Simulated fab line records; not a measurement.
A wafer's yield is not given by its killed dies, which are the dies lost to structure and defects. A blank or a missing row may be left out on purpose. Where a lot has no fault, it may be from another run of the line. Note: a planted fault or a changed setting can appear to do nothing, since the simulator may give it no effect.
fab line records ; flow sky130
[record] lots = 6; wafers = 18; last-day = 50
route steps=708 shown METAL3@561 VIA3@573 PAD_OPEN@708
lots that met no fault: taken from a fault-free run of the same line
start-h: start of the lot's first displayed wafer, in hours after the record's first day ; wait-h: how many hours have passed since the lot's step before this one ; " same as the row above ; L1.1+2: a row that stands for several wafers ; - no value present, or no start provided ; * or withheld: withheld ; < > ~ a bound
route shown NAME@n: a module of which the file shows steps, and the number in the route of the first ; usual: the fault-free wafers' mean and standard deviation ; same: alike in all rows ; chamber/n: place in a boat ; sites: readings site by site ; _std_site: their standard deviation ; _edge_site: inner sites' mean taken away from outer sites' mean ; radius-mm: for every site, how far away it sits from the centre of the wafer ; mask NAME#n: copy n ; behind: tool/chamber where the wafer was last shaped ; hold: reason for holding the lot/hours on hold/outcome of the hold ; device: the transistor (n, p or np) that didn't switch ; end of line: the same wafers' tests at the end of the route ; where a step has no rows: the recipe by itself ; killed: the dies lost at the first sort to structure and to defects; this is not the yield of the wafer ; map: a wafer's dies, marking killed ones x, the rest . and places with no die _
set.NAME: setting as actually run; set.NAME@STEP: the setting as run at that earlier step ; model.NAME: the simulator's own value behind a step, which no gauge read
a table for each step, a row for each wafer; lots at some steps of the route
services: from which hour (start-h, from the record's first day; less than 0 if before it) a tool's chamber was out of use, for how many hours, and why
[[steps]]
[step SKY_METAL3_PEB_11]
[recipe] peb-temp-c = withheld; peb-time-s = withheld; resist = KrF-thick
[step SKY_METAL3_DEVELOP_12]
[recipe] develop-time-s = 60; resist = KrF-thick; dev-temp-c = 21
[step SKY_METAL3_CD_MEAS_13]
[recipe] target-cd-nm = 300
[usual] cd-nm = 299.7/1.7
lot.wafer;tool;chamber;start-h;wait-h;cd-nm
L411.1;cd-sem-02;-;938.39;-;298.5
L411.4;cd-sem-02;-;938.39;-;297.7
L411.5;cd-sem-02;-;938.39;-;297.7
L421.1;cd-sem-02;-;992.06;-;300.9
L421.3;cd-sem-02;-;992.06;-;300.9
L421.4;cd-sem-02;-;992.06;-;300.5
L423.3;cd-sem-02;-;1004.55;-;300.5
L423.5;cd-sem-02;-;1004.55;-;300.4
L423.6;cd-sem-02;-;1004.55;-;301.0
L424.2;cd-sem-02;-;1009.56;-;296.9
L424.4;cd-sem-02;-;1009.56;-;296.0
L424.6;cd-sem-02;-;1009.56;-;296.3
L426.1;cd-sem-02;-;1020.19;-;296.3
L426.2;cd-sem-02;-;1020.19;-;296.2
L426.5;cd-sem-02;-;1020.19;-;296.6
L432.1;cd-sem-02;-;1060.04;-;300.1
L432.2;cd-sem-02;-;1060.04;-;301.1
L432.4;cd-sem-02;-;1060.04;-;299.9
[step SKY_METAL3_OVL_MEAS_14]
[usual] METAL3_OVL = 4/6.5
lot.wafer;tool;chamber;start-h;wait-h;METAL3_OVL[nm]
L411.1;overlay-01;-;938.51;0.1;0
L411.4;overlay-01;-;938.51;0.1;-2
L411.5;overlay-01;-;938.51;0.1;5
L421.1;overlay-02;-;992.18;0.1;6
L421.3;overlay-02;-;992.18;0.1;7
L421.4;overlay-02;-;992.18;0.1;-6
L423.3;overlay-02;-;1004.65;0.1;-6
L423.5;overlay-02;-;1004.65;0.1;-8
L423.6;overlay-02;-;1004.65;0.1;14
L424.2;overlay-02;-;1009.67;0.1;8
L424.4;overlay-02;-;1009.67;0.1;-5
L424.6;overlay-02;-;1009.67;0.1;10
L426.1;overlay-02;-;1020.31;0.1;3
L426.2;overlay-02;-;1020.31;0.1;4
L426.5;overlay-02;-;1020.31;0.1;2
L432.1;overlay-02;-;1060.16;0.1;9
L432.2;overlay-02;-;1060.16;0.1;9
L432.4;overlay-02;-;1060.16;0.1;8
[step SKY_METAL3_DESCUM_15]
[recipe] chemistry = O2; source-power-w = 150; bias-power-w = 0; pressure-mtorr = 10; temp-c = 40; time-s = 8
[step SKY_METAL3_ETCH_16]
[recipe] chemistry = N2/H2; target = BARC; ion-energy-ev = 200; bias-w = 100; pressure-mtorr = 30; n2-flow-sccm = 100; h2-flow-sccm = 200; icp-w = 500; stop-on = SiO2; time-s = 88.2; target-depth-a = 600
[usual] drypump-motor-current-A = 5.37/0.28; oes-product-au = 0.626/0.0046; throttle-valve-pct = 13.204/0.0096
lot.wafer;tool;chamber;start-h;wait-h;drypump-motor-current-A;oes-product-au;rf-hours-counter-h;throttle-valve-pct
L411.1;rie-metal-02;0;938.58;0.0;5.17;0.628;8;13.186
L411.4;rie-metal-02;0;938.58;0.0;5.15;0.619;-;13.205
L411.5;rie-metal-02;1;938.58;0.0;5.79;0.621;-;13.206
L421.1;rie-metal-01;1;992.25;0.0;5.62;0.633;7;13.210
L421.3;rie-metal-01;1;992.25;0.0;5.62;0.630;-;13.200
L421.4;rie-metal-01;0;992.25;0.0;5.55;0.630;-;13.198
L423.3;rie-metal-02;0;1004.73;0.0;5.15;0.630;-;13.182
L423.5;rie-metal-02;1;1004.73;0.0;5.81;0.628;-;13.208
L423.6;rie-metal-02;0;1004.73;0.0;5.14;0.621;-;13.191
L424.2;rie-metal-01;1;1009.73;0.0;5.60;0.621;7;13.208
L424.4;rie-metal-01;0;1009.73;0.0;5.54;0.623;-;13.213
L424.6;rie-metal-01;0;1009.73;0.0;5.55;0.630;-;13.197
L426.1;rie-metal-01;0;1020.38;0.0;5.53;0.627;13;13.209
L426.2;rie-metal-01;1;1020.38;0.0;5.63;0.630;8;13.215
L426.5;rie-metal-01;1;1020.38;0.0;5.60;0.621;-;13.211
L432.1;rie-metal-01;1;1060.23;0.0;5.59;0.621;10;13.202
L432.2;rie-metal-01;0;1060.23;0.0;5.55;0.626;15;13.203
L432.4;rie-metal-01;0;1060.23;0.0;5.54;0.625;-;13.201
[step SKY_METAL3_ETCH_17]
[recipe] target = SiO2; stop-on = TiN; chemistry = C4F8/O2/Ar; source-w = 1500; bias-w = 1200; pressure-mtorr = 40; c4f8-flow-sccm = withheld; O2_flow_sccm = 6; Ar_flow_sccm = 300; time-s = 3.9; target-depth-a = 150
[usual] oes-product-au = 0.753/0.0064
lot.wafer;tool;chamber;start-h;wait-h;oes-product-au
L411.1;rie-diel-01;0;938.68;0.1;0.758
L411.4;rie-diel-01;2;938.68;0.1;0.753
L411.5;rie-diel-01;3;938.68;0.1;0.758
L421.1;rie-diel-03;2;992.35;0.1;0.737
L421.3;rie-diel-03;3;992.35;0.1;0.756
L421.4;rie-diel-03;1;992.35;0.1;0.753
L423.3;rie-diel-01;1;1004.80;0.0;0.750
L423.5;rie-diel-01;2;1004.80;0.0;0.759
L423.6;rie-diel-01;3;1004.80;0.0;0.744
L424.2;rie-diel-03;3;1009.83;0.1;0.746
L424.4;rie-diel-03;1;1009.83;0.1;0.752
L424.6;rie-diel-03;1;1009.83;0.1;0.766
L426.1;rie-diel-01;3;1020.48;0.1;0.747
L426.2;rie-diel-01;0;1020.48;0.1;0.754
L426.5;rie-diel-01;2;1020.48;0.1;0.757
L432.1;rie-diel-04;1;1060.33;0.1;0.754
L432.2;rie-diel-04;2;1060.33;0.1;0.759
L432.4;rie-diel-04;3;1060.33;0.1;0.768
[step SKY_METAL3_METAL_ETCH_18]
[recipe] target-depth-a = 8450; stop-on = SiO2; over-etch-frac = 0.3; time-s = 183.1; chemistry = Cl2/BCl3; resist-sidewall-deg = 88; pressure-mtorr = 10; icp-w = 900; bias-w = 48.5; Cl2_flow_sccm = 60; bcl3-flow-sccm = 30
[usual] drypump-motor-current-A = 5.4/0.3; oes-product-au = 0.867/0.0062; throttle-valve-pct = 22.264/0.0088
lot.wafer;tool;chamber;start-h;wait-h;drypump-motor-current-A;oes-product-au;rf-hours-counter-h;throttle-valve-pct
L411.1;rie-metal-01;1;938.70;0.0;5.6;0.866;4;22.268
L411.4;rie-metal-01;1;938.70;0.0;5.6;0.864;-;22.261
L411.5;rie-metal-01;1;938.70;0.0;5.6;0.860;-;22.263
L421.1;rie-metal-03;0;992.37;0.0;4.9;0.868;5;22.271
L421.3;rie-metal-03;1;992.37;0.0;5.4;0.878;-;22.246
L421.4;rie-metal-03;0;992.37;0.0;4.9;0.862;-;22.258
L423.3;rie-metal-03;1;1004.88;0.1;5.4;0.855;-;22.260
L423.5;rie-metal-03;0;1004.88;0.1;4.9;0.858;-;22.261
L423.6;rie-metal-03;1;1004.88;0.1;5.4;0.858;-;22.265
L424.2;rie-metal-03;0;1009.85;0.0;4.9;0.865;6;22.265
L424.4;rie-metal-03;1;1009.85;0.0;5.4;0.859;-;22.251
L424.6;rie-metal-03;1;1009.85;0.0;5.4;0.874;-;22.261
L426.1;rie-metal-02;0;1020.50;0.0;5.1;0.879;13;22.239
L426.2;rie-metal-02;1;1020.50;0.0;5.8;0.876;7;22.269
L426.5;rie-metal-02;1;1020.50;0.0;5.8;0.871;-;22.274
L432.1;rie-metal-02;1;1060.35;0.0;5.8;0.865;10;22.259
L432.2;rie-metal-02;0;1060.35;0.0;5.1;0.864;16;22.259
L432.4;rie-metal-02;0;1060.35;0.0;5.1;0.867;-;22.276
[step SKY_METAL3_STRIP_19]
[recipe] chemistry = O2/N2; power-w = 1400; pressure-mtorr = 1500; platen-temp-c = withheld; o2-flow-sccm = 3000; n2-flow-sccm = 300; overash-fraction = 0.5
[usual] drypump-motor-current-A = 5.4/0.3; oes-product-au = 0.503/0.006; strip-time-to-endpoint-s = 6.56/0.094
lot.wafer;tool;chamber;start-h;wait-h;drypump-motor-current-A;oes-product-au;rf-hours-counter-h;strip-time-to-endpoint-s
L411.1;plasma-asher-01;0;938.88;0.1;5.4;0.503;17;6.66
L411.4;plasma-asher-01;1;938.88;0.1;5.3;0.511;-;6.70
L411.5;plasma-asher-01;0;938.88;0.1;5.4;0.507;-;6.68
L421.1;plasma-asher-01;0;992.55;0.1;5.4;0.499;23;6.56
L421.3;plasma-asher-01;0;992.55;0.1;5.4;0.500;-;6.39
L421.4;plasma-asher-01;1;992.55;0.1;5.3;0.508;-;6.54
L423.3;plasma-asher-02;1;1005.03;0.1;5.9;0.504;-;6.48
L423.5;plasma-asher-02;1;1005.03;0.1;5.9;0.501;-;6.56
L423.6;plasma-asher-02;0;1005.03;0.1;5.2;0.501;-;6.39
L424.2;plasma-asher-01;0;1010.03;0.1;5.4;0.504;25;6.58
L424.4;plasma-asher-01;0;1010.03;0.1;5.4;0.491;-;6.40
L424.6;plasma-asher-01;0;1010.03;0.1;5.4;0.499;-;6.43
L426.1;plasma-asher-04;0;1020.68;0.1;5.5;0.512;91;6.67
L426.2;plasma-asher-04;1;1020.68;0.1;4.9;0.506;91;6.61
L426.5;plasma-asher-04;1;1020.68;0.1;4.9;0.494;-;6.65
L432.1;plasma-asher-04;0;1060.53;0.1;5.5;0.502;95;6.50
L432.2;plasma-asher-04;1;1060.53;0.1;4.9;0.513;95;6.59
L432.4;plasma-asher-04;1;1060.53;0.1;4.9;0.502;-;6.57
[step SKY_METAL3_STRIP_20]
[recipe] chemistry = post-etch-residue-remover; time-s = 1200; temp-c = 72.5
[step SKY_METAL3_CLEAN_21]
[recipe] chemistry = IPA; time-s = 180; temp-c = 25
[step SKY_METAL3_CLEAN_22]
[recipe] chemistry = O3/DIW; dry = n2-spin
[step SKY_VIA3_HDPCVD_00]
[recipe] material = SiO2; target-thk-nm = 1635; sigma-open-frac = 0.3; time-s = 272.5; temp-c = 400; sih4-flow-sccm = 60; pressure-mtorr = 6
lot.wafer;tool;chamber;start-h;wait-h;model.SiO2_of_VIA3_HDPCVD_00.thk-nm
L411.1;hdpcvd-02;1;939.50;0.0;1642
L411.4;hdpcvd-02;1;939.50;0.0;1630
L411.5;hdpcvd-02;2;939.50;0.0;1631
L421.1;hdpcvd-02;2;993.14;0.0;1658
L421.3;hdpcvd-02;1;993.14;0.0;1633
L421.4;hdpcvd-02;1;993.14;0.0;1655
L423.3;hdpcvd-01;2;1005.59;0.0;1626
L423.5;hdpcvd-01;2;1005.59;0.0;1594
L423.6;hdpcvd-01;0;1005.59;0.0;1641
L424.2;hdpcvd-02;0;1010.62;0.0;1053
L424.4;hdpcvd-02;1;1010.62;0.0;1085
L424.6;hdpcvd-02;2;1010.62;0.0;1066
L426.1;hdpcvd-02;1;1021.28;0.0;1059
L426.2;hdpcvd-02;0;1021.28;0.0;1042
L426.5;hdpcvd-02;1;1021.28;0.0;1066
L432.1;hdpcvd-01;2;1061.16;0.0;1633
L432.2;hdpcvd-01;0;1061.16;0.0;1636
L432.4;hdpcvd-01;2;1061.16;0.0;1614
[step SKY_VIA3_THK_MEAS_01]
[recipe] reads = SiO2_of_VIA3_HDPCVD_00
[usual] VIA3_HDPCVD_THK = 1630/18
lot.wafer;tool;chamber;start-h;wait-h;VIA3_HDPCVD_THK[nm]
L411.1;film-metro-01;-;939.67;0.1;1642
L411.4;film-metro-01;-;939.67;0.1;1630
L411.5;film-metro-01;-;939.67;0.1;1631
L421.1;film-metro-02;-;993.31;0.1;1657
L421.3;film-metro-02;-;993.31;0.1;1633
L421.4;film-metro-02;-;993.31;0.1;1654
L423.3;film-metro-02;-;1005.78;0.1;1626
L423.5;film-metro-02;-;1005.78;0.1;1594
L423.6;film-metro-02;-;1005.78;0.1;1643
L424.2;film-metro-01;-;1010.80;0.1;1053
L424.4;film-metro-01;-;1010.80;0.1;1085
L424.6;film-metro-01;-;1010.80;0.1;1066
L426.1;film-metro-01;-;1021.53;0.2;1059
L426.2;film-metro-01;-;1021.53;0.2;1043
L426.5;film-metro-01;-;1021.53;0.2;1066
L432.1;film-metro-02;-;1061.33;0.1;1635
L432.2;film-metro-02;-;1061.33;0.1;1636
L432.4;film-metro-02;-;1061.33;0.1;1614
[step SKY_VIA3_CMP_02]
[recipe] material = SiO2; down-force-psi = 4; platen-rpm = 60; pad-velocity-m-s = 0.94248
[usual] motor-current-A = 11.6/1.2; platen-rpm = 60.00/0.042; retaining-ring-pressure-frac = 1.000/0.0047
lot.wafer;tool;chamber;start-h;wait-h;motor-current-A;platen-rpm;retaining-ring-pressure-frac
L411.1;cmp-01;3;939.78;0.1;12.4;60.00;0.994
L411.4;cmp-01;1;939.78;0.1;12.0;60.06;1.009
L411.5;cmp-01;3;939.78;0.1;13.5;59.99;1.000
L421.1;cmp-02;2;993.37;0.1;12.9;60.06;0.996
L421.3;cmp-02;0;993.37;0.1;10.0;59.96;0.999
L421.4;cmp-02;1;993.37;0.1;11.5;59.95;0.994
L423.3;cmp-02;0;1005.92;0.1;10.2;60.00;1.004
L423.5;cmp-02;2;1005.92;0.1;12.4;59.95;1.001
L423.6;cmp-02;3;1005.92;0.1;11.1;59.93;1.004
L424.4;cmp-02;2;1010.95;0.1;13.1;60.04;1.002
L424.2;cmp-02;3;1010.95;0.1;10.6;59.95;1.012
L424.6;cmp-02;0;1010.95;0.1;10.1;60.08;1.008
L426.1;cmp-01;2;1021.59;0.1;12.5;59.98;1.002
L426.2;cmp-01;1;1021.59;0.1;12.4;59.95;0.997
L426.5;cmp-01;3;1021.59;0.1;13.3;60.05;0.995
L432.1;cmp-01;3;1061.44;0.1;13.1;60.00;0.997
L432.2;cmp-01;0;1061.44;0.1;10.4;60.02;0.998
L432.4;cmp-01;1;1061.44;0.1;12.5;59.99;1.007
[step SKY_PAD_OPEN_PROBE_99]
lot.wafer;tool;chamber;start-h;wait-h;model.etest.met4-comb.leak-log10-a-um
L411.1+4;prober-02;-;1106.75;0.1;-12.01
L411.5;prober-02;-;1106.95;0.2;-11.94
L421.1;prober-01;-;1150.45;0.1;-12.08
L421.3;prober-01;-;1150.55;0.2;-12.07
L421.4;prober-01;-;1150.60;0.2;-11.95
L423.3;prober-01;-;1157.60;0.2;-12.07
L423.5;prober-01;-;1157.70;0.2;-11.84
L423.6;prober-01;-;1157.75;0.2;-12.02
L424.2;prober-02;-;1164.46;0.1;-7.122
L424.4;prober-02;-;1164.56;0.2;-7.21
L424.6;prober-02;-;1164.66;0.2;-7.06
L426.1;prober-01;-;1170.89;0.1;-7.062
L426.2;prober-01;-;1170.94;0.1;-6.991
L426.5;prober-01;-;1171.09;0.2;-6.994
L432.1;prober-01;-;1200.56;0.1;-12.1
L432.2;prober-01;-;1200.61;0.1;-12.09
L432.4;prober-01;-;1200.71;0.2;-12.04
// killed by level:class
L411.1 CONTACT:geometric-particle:open=10 VIA3:geometric-particle:open=10 VIA2:geometric-particle:open=9 METAL2:geometric-particle:short=8 METAL1:geometric-particle:short=6 VIA1:geometric-particle:open=6 VIA1:geometric-particle:short=5 LI_CONTACT:geometric-particle:open=4
L411.4 VIA1:geometric-particle:short=10 CONTACT:geometric-particle:open=9 METAL1:geometric-particle:short=8 VIA1:geometric-particle:open=7 LOCAL_INTERCONNECT:geometric-particle:short=4 METAL2:geometric-particle:short=4 LI_CONTACT:geometric-particle:open=3 LI_CONTACT:geometric-particle:short=3
L411.5 VIA1:geometric-particle:open=19 VIA1:geometric-particle:short=8 VIA2:geometric-particle:open=7 CONTACT:geometric-particle:open=6 VIA3:geometric-particle:open=6 LOCAL_INTERCONNECT:geometric-particle:short=5 METAL2:geometric-particle:short=5 FIELD_ISO:geometric-particle:open=4
L421.1 METAL1:geometric-particle:short=5 VIA2:geometric-particle:open=5 VIA3:geometric-particle:open=5 FIELD_ISO:geometric-particle:open=4 LOCAL_INTERCONNECT:geometric-particle:short=4 CONTACT:geometric-particle:open=4 METAL2:geometric-particle:short=4 VIA1:geometric-particle:short=3
L421.3 CONTACT:geometric-particle:open=11 VIA1:geometric-particle:open=6 LOCAL_INTERCONNECT:geometric-particle:short=5 VIA2:geometric-particle:open=5 LI_CONTACT:geometric-particle:open=4 CONTACT:geometric-particle:short=4 METAL1:geometric-particle:short=4 VIA1:geometric-particle:short=4
L421.4 CONTACT:geometric-particle:open=10 VIA1:geometric-particle:open=8 LI_CONTACT:geometric-particle:short=7 VIA1:geometric-particle:short=6 CONTACT:geometric-particle:short=6 METAL2:geometric-particle:short=6 LI_CONTACT:geometric-particle:open=5 LOCAL_INTERCONNECT:geometric-particle:short=5
L423.3 VIA1:geometric-particle:open=10 VIA3:geometric-particle:open=8 VIA1:geometric-particle:short=7 VIA2:geometric-particle:open=7 LI_CONTACT:geometric-particle:open=6 CONTACT:geometric-particle:short=6 CONTACT:geometric-particle:open=6 FIELD_ISO:geometric-particle:short=4
L423.5 METAL2:geometric-particle:short=9 VIA3:geometric-particle:open=9 LI_CONTACT:geometric-particle:open=8 VIA1:geometric-particle:open=7 VIA1:geometric-particle:short=6 VIA2:geometric-particle:open=6 CONTACT:geometric-particle:open=5 METAL1:geometric-particle:short=5
L423.6 VIA1:geometric-particle:open=13 CONTACT:geometric-particle:open=12 FIELD_ISO:geometric-particle:open=7 VIA3:geometric-particle:open=7 VIA2:geometric-particle:open=6 LI_CONTACT:geometric-particle:short=5 METAL1:geometric-particle:short=5 VIA1:geometric-particle:short=5
L432.1 LOCAL_INTERCONNECT:geometric-particle:short=8 VIA1:geometric-particle:open=7 CONTACT:geometric-particle:open=7 METAL1:geometric-particle:short=7 FIELD_ISO:geometric-particle:short=5 FIELD_ISO:geometric-particle:open=5 LI_CONTACT:geometric-particle:open=5 VIA1:geometric-particle:short=4
L432.2 METAL1:geometric-particle:short=9 LI_CONTACT:geometric-particle:open=8 CONTACT:geometric-particle:open=7 VIA1:geometric-particle:open=6 CONTACT:geometric-particle:short=5 FIELD_ISO:geometric-particle:open=4 FIELD_ISO:geometric-particle:short=3 SPACER:geometric-particle:open=3
L432.4 VIA1:geometric-particle:open=11 LI_CONTACT:geometric-particle:open=10 CONTACT:geometric-particle:open=9 VIA2:geometric-particle:open=7 VIA2:geometric-particle:short=6 VIA3:geometric-particle:short=6 VIA1:geometric-particle:short=5 LOCAL_INTERCONNECT:geometric-particle:short=4
[[services]]
tool;chamber;start-h;hours;kind
cmp-01;-;917.57;-;consumable-replace:conditioner
cmp-01;-;917.57;-;consumable-replace:pad
hdpcvd-02;0;918.32;19.8;repair
cmp-02;-;923.44;11.8;repair
rie-diel-03;-;944.98;15.6;pm
hdpcvd-01;-;950.25;15.0;pm
hdpcvd-01;0;950.25;15.0;vent-cycle
hdpcvd-01;1;950.25;15.0;vent-cycle
hdpcvd-01;2;952.02;10.2;repair
plasma-asher-04;-;952.03;2.8;pm
plasma-asher-04;-;957.08;2.3;repair
cmp-02;-;967.84;20.3;repair
plasma-asher-04;-;979.60;3.0;repair
rie-metal-01;-;990.28;0.9;repair
cmp-01;-;992.94;3.9;pm
rie-metal-02;-;994.70;0.3;repair
rie-metal-01;-;1003.12;2.8;pm
hdpcvd-02;2;1017.12;15.9;repair
rie-metal-01;-;1024.30;0.3;repair
rie-diel-01;3;1026.02;4.9;repair
rie-diel-03;2;1028.07;7.8;repair
rie-metal-01;1;1049.29;3.8;repair
cmp-02;-;1056.39;1.4;repair
rie-diel-04;-;1060.45;0.4;repair
[[key]]
[first-sign] step = SKY_VIA3_THK_MEAS_01; reading = VIA3_HDPCVD_THK; direction = down; sigmas = 32; usual = 1630; struck = 1062
effect none on later readings
[model-effect] step = SKY_VIA3_HDPCVD_00; value = SiO2_of_VIA3_HDPCVD_00.thk-nm; without = 1634; struck = 1062
[model-effect] step = SKY_PAD_OPEN_PROBE_99; value = etest.met4-comb.leak-log10-a-um; without = -12.05; struck = -7.073
met-at SKY_VIA3_HDPCVD_00
struck-wafers L424.2,L424.4,L424.6,L426.1,L426.2,L426.5
sort-left-out L424.2,L424.4,L424.6,L426.1,L426.2,L426.5
onset-between 993.14 1010.62
[earlier-fault] kind = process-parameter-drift; tool = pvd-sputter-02; chamber = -; onset-h = 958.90; steps = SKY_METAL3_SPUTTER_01; channel = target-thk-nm; offset = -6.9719; shape = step; acts-in = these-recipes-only; stated = 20
[fault] kind = process-parameter-drift; tool = hdpcvd-02; chamber = -; onset-h = 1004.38; steps = SKY_VIA3_HDPCVD_00; channel = target-thk-nm; offset = -571.62; shape = step; acts-in = these-recipes-only; stated = 1635
// sort-left-out: the simulated sort isn't trusted on such a fault, so these wafers' sort isn't shown, and their yield isn't known
